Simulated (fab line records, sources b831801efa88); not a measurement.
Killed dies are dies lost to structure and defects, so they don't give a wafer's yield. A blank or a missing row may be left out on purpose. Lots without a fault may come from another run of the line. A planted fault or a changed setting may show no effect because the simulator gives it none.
One fault seen from 2 desks | flow sky130 | each desk has only its own numbers; what lay behind them comes last

THE METROLOGY DESK
What the gauges read, lot by lot, whatever tool the lot ran on: means of the sampled wafers that have a number. A lot is out of limits, marked OUT, if its mean lies more than 4 standard deviations from the usual mean; the brackets give that distance.
Columns: A = CAP2M_TIN_RS at SKY_CAP2M_RS_MEAS_03, usual 6.87 ohm/sq; B = VIA4_OVL at SKY_VIA4_OVL_MEAS_11, usual 1.0 nm; C = PASSIVATION_CVD_00_THK at SKY_PASSIVATION_THK_MEAS_01, usual 89.8 nm
lot  | first seen here | A    | B    | C
L215 | day 39 16:46    | 6.92 | -0.4 | 90.8
L216 | day 40 08:35    | 6.85 | -0.1 | 90.2
L218 | day 40 22:30    | 6.81 | 1.2  | 89.3
L219 | day 40 23:44    | 6.89 | -0.2 | 89.8
L222 | day 42 03:53    | 6.85 | 3.6  | 88.8
L223 | day 42 11:05    | 6.91 | 1.8  | 91.0
L224 | day 42 13:41    | 6.76 | 3.4  | 89.0
L226 | day 43 04:19    | 6.79 | 1.9  | 89.6
L230 | day 44 08:14    | 6.98 | -1.0 | 90.6
L233 | day 45 00:08    | 6.83 | 0.8  | 89.0
L234 | day 45 07:49    | 6.84 | 2.5  | 88.5
L235 | day 45 12:07    | 6.83 | -0.5 | 90.8
L237 | day 45 20:30    | 6.85 | 0.5  | 89.3
This desk's finding: nothing out of limits on any of the 13 lots.

THE TOOL OWNER'S DESK: rie_diel-04
The tool's own readings at SKY_SONOS_ONO_ETCH_15 (etches the open film in CHF3/O2, target depth 19.52 nm, time 7.8 s): means of the sampled wafers that have a number, for each lot that ran on this tool. A lot is out of limits, marked OUT, if its mean lies more than 4 standard deviations from the usual mean; the brackets give that distance.
Columns: A = O2_flow_sccm at SKY_SONOS_ONO_ETCH_15, usual 4.999 sccm; B = drypump_motor_current_A at SKY_SONOS_ONO_ETCH_15, usual 5.5 A; C = oes_product_au at SKY_SONOS_ONO_ETCH_15, usual 0.999 a.u.; D = throttle_valve_pct at SKY_SONOS_ONO_ETCH_15, usual 8.823 %
lot  | first seen here | A     | B   | C     | D
L215 | day 12 19:58    | 5.003 | 5.7 | 0.990 | 8.818
L216 | day 13 11:07    | 5.005 | 4.9 | 1.003 | 8.817
L218 | day 14 01:46    | 5.001 | 5.4 | 1.004 | 8.819
L219 | day 14 07:46    | 4.978 | 5.0 | 1.001 | 8.827
L222 | day 15 11:28    | 4.996 | 5.7 | 0.999 | 8.826
L230 | day 18 06:19    | 4.994 | 5.6 | 1.001 | 8.832
L233 | day 19 04:55    | 5.003 | 5.5 | 1.002 | 8.819
L235 | day 19 22:28    | 5.001 | 5.6 | 1.005 | 8.827
This desk's finding: nothing out of limits on any of the 8 lots.

PUT TOGETHER
The metrology desk saw nothing out of limits.
The tool owner's desk saw nothing out of limits.

WHAT THE SIMULATOR HAD PUT IN
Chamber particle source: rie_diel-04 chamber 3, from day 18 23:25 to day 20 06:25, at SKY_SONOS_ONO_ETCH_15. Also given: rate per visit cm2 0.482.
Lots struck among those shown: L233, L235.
